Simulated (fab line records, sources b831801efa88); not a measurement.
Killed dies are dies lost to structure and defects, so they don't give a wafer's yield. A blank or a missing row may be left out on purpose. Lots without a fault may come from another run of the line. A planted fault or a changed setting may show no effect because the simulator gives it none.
Which tool did it? | flow gf180mcu | 14 lots, 42 wafers sampled, at 3 steps of a route of 602

WHAT THE GAUGES READ, wafer by wafer
GF_HV_LDD_CD_MEAS_19: target cd 400 nm. Usual: cd_nm 399.6 nm, standard deviation 2.6.
lot  | measured     | on        | cd_nm (nm)        | flag
L427 | day 11 05:46 | cd_sem-02 | 401.9 401.7 401.5 |
L428 | day 11 16:19 | cd_sem-01 | 401.8 401.9 398.9 |
L429 | day 11 23:17 | cd_sem-02 | 398.3 399.7 399.0 |
L430 | day 12 03:26 | cd_sem-02 | 399.1 398.3 399.3 |
L431 | day 12 17:07 | cd_sem-01 | 397.6 399.5 398.0 |
L433 | day 13 02:29 | cd_sem-02 | 403.8 402.5 402.8 |
L434 | day 13 07:56 | cd_sem-02 | 400.6 401.8 400.0 |
L435 | day 13 19:38 | cd_sem-02 | 395.1 395.8 396.9 |
L436 | day 14 00:36 | cd_sem-02 | 399.0 400.0 396.8 |
L437 | day 14 08:06 | cd_sem-01 | 399.8 399.9 399.0 |
L438 | day 14 13:45 | cd_sem-01 | 400.7 401.7 401.7 |
L439 | day 14 19:48 | cd_sem-01 | 401.7 404.1 404.3 |
L440 | day 15 06:07 | cd_sem-01 | 398.4 399.1 398.4 |
L441 | day 15 14:46 | cd_sem-01 | 401.5 403.1 403.2 |

GF_HV_LDD_TW_MEAS_50. Usual: HV_LDD_4_TW 572, standard deviation 4.3.
lot  | measured     | on            | HV_LDD_4_TW | flag
L427 | day 12 20:48 | film_metro-01 | 576 578 578 |
L428 | day 13 07:37 | film_metro-02 | 577 580 577 |
L429 | day 13 16:24 | film_metro-01 | 576 575 572 |
L430 | day 13 20:22 | film_metro-01 | 573 574 573 |
L431 | day 14 10:40 | film_metro-03 | 567 572 570 |
L433 | day 14 21:01 | film_metro-01 | 577 579 575 |
L434 | day 15 02:35 | film_metro-03 | 567 564 565 |
L435 | day 15 15:30 | film_metro-01 | 572 571 574 |
L436 | day 15 19:53 | film_metro-01 | 572 570 575 |
L437 | day 16 05:17 | film_metro-01 | 574 573 574 |
L438 | day 16 10:18 | film_metro-02 | 578 575 576 |
L439 | day 16 17:13 | film_metro-03 | 565 563 564 |
L440 | day 17 03:34 | film_metro-01 | 573 573 574 |
L441 | day 17 13:28 | film_metro-01 | 574 575 575 |

WHICH TOOL RAN EACH LOT (tool, then ch and the chambers of the sampled wafers, then the start)
lot  | GF_HV_LDD_DEVELOP_30
L427 | litho_track-03 ch 0, day 12 00:52
L428 | litho_track-03 ch 0, day 12 10:38
L429 | litho_track-03 ch 0, day 12 19:13
L430 | litho_track-04 ch 0, day 12 22:44
L431 | litho_track-03 ch 0, day 13 13:07
L433 | litho_track-04 ch 0, day 13 22:56
L434 | litho_track-04 ch 0, day 14 04:17
L435 | litho_track-03 ch 0, day 14 16:37
L436 | litho_track-03 ch 0, day 14 21:28
L437 | litho_track-04 ch 0, day 15 06:19
L438 | litho_track-04 ch 0, day 15 10:47
L439 | litho_track-04 ch 0, day 15 17:07
L440 | litho_track-02, day 16 03:02
L441 | litho_track-03, day 16 13:05
- GF_HV_LDD_DEVELOP_30: develop time 60 s.

WHAT THE TOOLS THEMSELVES READ (means of the sampled wafers that have a number; where no wafer has one, the mark that the record gives instead)
GF_HV_LDD_DEVELOP_30. Usual: chill_plate_temp_C 23.02 C, standard deviation 0.097.
lot  | tool           | chill_plate_temp_C (C) | flag
L427 | litho_track-03 | 23.07                  |
L428 | litho_track-03 | 22.99                  |
L429 | litho_track-03 | 22.91                  |
L430 | litho_track-04 | 22.99                  |
L431 | litho_track-03 | 23.07                  |
L433 | litho_track-04 | 23.12                  |
L434 | litho_track-04 | 23.12                  |
L435 | litho_track-03 | 23.05                  |
L436 | litho_track-03 | 23.03                  |
L437 | litho_track-04 | 22.99                  |
L438 | litho_track-04 | 23.03                  |
L439 | litho_track-04 | 22.93                  |
L440 | litho_track-02 | -                      | OFF
L441 | litho_track-03 | -                      | OFF

THE ANSWER, worked out from the rows above alone
Rule: a lot is off if the mean of its wafers that have a number lies more than 3 standard deviations from the usual mean. A lot without any number at a reading at which 4 lots or more have one is off too. The other lots that the step has rows for count as sound. The gauges are gone through in route order, then the tools' own readings, and for those a lot's mean is taken as printed above. The first step at which some lot is off is used, and at that step the reading that is off furthest; a lot without a number counts as furthest.
Off: L440, L441, at GF_HV_LDD_DEVELOP_30 (chill_plate_temp_C). Without a number there: L440, L441.
A tool fits if, at that step or a process step before it, it ran every lot that is off, and no sound lot after the first of them. None of those tried fits.

WHAT THE SIMULATOR HAD PUT IN
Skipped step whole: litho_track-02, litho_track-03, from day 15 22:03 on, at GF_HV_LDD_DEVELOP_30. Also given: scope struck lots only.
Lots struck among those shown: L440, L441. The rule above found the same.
